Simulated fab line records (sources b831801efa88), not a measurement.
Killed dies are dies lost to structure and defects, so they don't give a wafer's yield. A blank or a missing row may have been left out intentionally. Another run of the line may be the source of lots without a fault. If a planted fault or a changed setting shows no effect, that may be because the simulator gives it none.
Matching of chambers | flow gf180mcu | GF_V5_CMP_04 on cmp-02: 4 sister chambers
The step polishes SiO2. 16 wafers are shown with their chamber, then 8 later ones without.

EACH WAFER AND ITS CHAMBER
wafer  | chamber | motorCurrentA (A)
L164.3 | 2       | 14.0
L164.4 | 1       | 9.4
L164.6 | 1       | 9.7
L165.3 | 3       | 11.6
L165.4 | 0       | 11.8
L165.6 | 1       | 8.7
L168.1 | 1       | 9.3
L168.2 | 3       | 12.5
L168.5 | 0       | 11.3
L170.3 | 0       | 11.5
L170.4 | 2       | 13.8
L170.5 | 1       | 9.7
L171.2 | 3       | 11.7
L171.5 | 1       | 9.5
L171.6 | 2       | 14.7
L181.2 | 0       | 11.8

SIGNATURES (averages over the wafers above)
reading       | chamber 0 | chamber 1 | chamber 2 | chamber 3 | scatter within a chamber
motorCurrentA | 11.600    | 9.383     | 14.167    | 11.933    | 0.387
Rule: for each reading, subtract the chamber's mean from the wafer's reading, divide by that reading's scatter and square the result; add these up over the readings and take the root, which gives the wafer's distance from the chamber. If the next closest chamber is less than 2 further off than the closest, the wafer can't be placed; otherwise it belongs to the closest. How the scatter is found: for the shown wafers, subtract from each reading the mean of its chamber, square and add these, divide the total by (wafers less chambers), then take the root.

WAFERS MISSING THEIR CHAMBER
wafer  | motorCurrentA (A)
L181.3 | 9.9
L181.5 | 11.4
L186.1 | 14.0
L186.4 | 11.6
L186.6 | 13.9
L187.3 | 9.7
L187.4 | 11.6
L187.6 | 13.8

EACH ONE'S CHAMBER
wafer  | from the rows above     | in truth
L181.3 | 1                       | 1
L181.5 | can't be placed: 0 or 3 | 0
L186.1 | 2                       | 2
L186.4 | can't be placed: 0 or 3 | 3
L186.6 | 2                       | 2
L187.3 | 1                       | 1
L187.4 | can't be placed: 0 or 3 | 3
L187.6 | 2                       | 2
Correct placement for 5 of the 8. Unplaceable from these rows: 3, with the true chamber sitting among the candidates in 3. Number placed wrongly: 0.
